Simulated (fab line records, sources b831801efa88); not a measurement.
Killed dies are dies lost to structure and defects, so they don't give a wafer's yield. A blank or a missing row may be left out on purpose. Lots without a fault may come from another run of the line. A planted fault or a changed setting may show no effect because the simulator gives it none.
A struck lot beside a sound one | flow sky130 | 16 steps out of a route of 708
Sound: wafers L551.2, L551.3, L551.5. Struck: wafers L555.1, L555.3, L555.4. The cause comes at the end.
At each step with rows: each side's tool, then ch and its chambers, then its first start. Under that, the readings that differ: sound wafers | struck wafers | difference of the means | sigmas: that difference in standard deviations of wafers without a fault.
alike: readings whose means differ by less than 2 such deviations, and words and numbers that are the same on both sides. not compared: withheld readings, readings that some wafer has no value for, bounds like >300 that may hide the same value, and numbers for which the record gives no deviation and whose values overlap.
The two part at a step that has a row with sigmas, a row that says differs or no value, or rows on one side only. Numbers that don't overlap but have no deviation are shown without sigmas and don't part them. A reading that every wafer of one side lacks parts them only if that side has two wafers or more.

first, 7 steps without rows for these wafers: SKY_METAL4_HMDS_06 (prime time 60 s); SKY_METAL4_COAT_07 (resist thk 60 nm); SKY_METAL4_COAT_08 (resist thk 1140 nm); SKY_METAL4_SOFTBAKE_09 (time 90 s); SKY_METAL4_EXPOSE_10 (exposes mask MM4, target cd 300 nm); SKY_METAL4_PEB_11; SKY_METAL4_DEVELOP_12 (develop time 60 s).
SKY_METAL4_CD_MEAS_13: target cd 300 nm.
  sound on cd_sem-02, day 44 01:04; struck on cd_sem-02, day 44 14:08
  alike: cd_nm
SKY_METAL4_OVL_MEAS_14:
  sound on overlay-01, day 44 01:10; struck on overlay-02, day 44 14:16
  alike: METAL4_OVL
SKY_METAL4_DESCUM_15: chemistry O2, time 8 s.
  sound on rie_metal-04 ch 0, day 44 01:13; struck on rie_metal-01 ch 0,1, day 44 14:17
  alike: drypump_motor_current_A, oes_product_au
  not compared: rf_hours_counter_h
SKY_METAL4_ETCH_16: etches BARC in N2/H2, stops on SiO2, time 88.2 s, target depth 60 nm.
  sound on rie_metal-04 ch 0, day 44 01:18; struck on rie_metal-01 ch 0,1, day 44 14:19
  alike: bias_w, chamber_pressure_mTorr, drypump_motor_current_A, oes_product_au, throttle_valve_pct
  not compared: rf_hours_counter_h
SKY_METAL4_ETCH_17: etches SiO2 in C4F8/O2/Ar, stops on TiN, time 3.9 s, target depth 15 nm.
  sound on rie_diel-01 ch 0,3, day 44 01:28; struck on rie_diel-02 ch 0,2,3, day 44 14:25
  alike: bias_w, chamber_pressure_mTorr, oes_product_au
  not compared: rf_hours_counter_h
SKY_METAL4_METAL_ETCH_18: etches the open film in Cl2/BCl3, stops on SiO2, target depth 845 nm, time 183.1 s.
  sound on rie_metal-01 ch 0,1, day 44 01:29; struck on rie_metal-03 ch 0,1, day 44 14:26
  no value came back on the struck wafers for any of 5 readings (bcl3_flow_sccm (sccm), bias_w (W) and others); on the sound wafers bcl3_flow_sccm (sccm) reads 30.13 29.98 30.01
  reading                                       | sound             | struck          | difference | sigmas
  model.KrF-thick_of_METAL4_COAT_08.thk_nm (nm) | 524 530.6 524.4   | 1073 1074 1074  | +547       |
  model.SiO2_of_VIA3_HDPCVD_00.thk_nm (nm)      | 434.5 435.6 435.1 | 461 458.6 457.7 | +24        |
  not compared: rf_hours_counter_h, model.METAL4.cd_nm
SKY_METAL4_STRIP_19: strips in O2/N2.
  sound on plasma_asher-01 ch 0,1, day 44 01:40; struck on plasma_asher-03 ch 0,1, day 44 14:37
  reading                      | sound             | struck            | difference | sigmas
  oes_product_au (a.u.)        | 0.492 0.509 0.492 | 0.711 0.714 0.715 | +0.216     | +40
  strip_time_to_endpoint_s (s) | 6.49 6.57 6.51    | 11.80 11.83 11.85 | +5.30      | +67
  alike: drypump_motor_current_A
  not compared: rf_hours_counter_h
then, 1 step without rows for these wafers: SKY_METAL4_STRIP_20 (strips in post etch residue remover, time 1200 s).
-- the record jumps here: 4 days lie between the struck wafers' starts before and after (it left off in module METAL4 and takes up again in module PAD_OPEN, whose first step shown is number 708 of the route) --
SKY_PAD_OPEN_PROBE_99:
  the record has rows for the struck wafers here (prober-02, day 48 08:58) and none for the sound ones

WHERE THEY PART
First at SKY_METAL4_METAL_ETCH_18; last, within this record, at SKY_PAD_OPEN_PROBE_99.

WHY: what the simulator had put in
Skipped step whole: rie_metal-03, from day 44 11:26 on, at SKY_METAL4_METAL_ETCH_18. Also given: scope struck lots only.
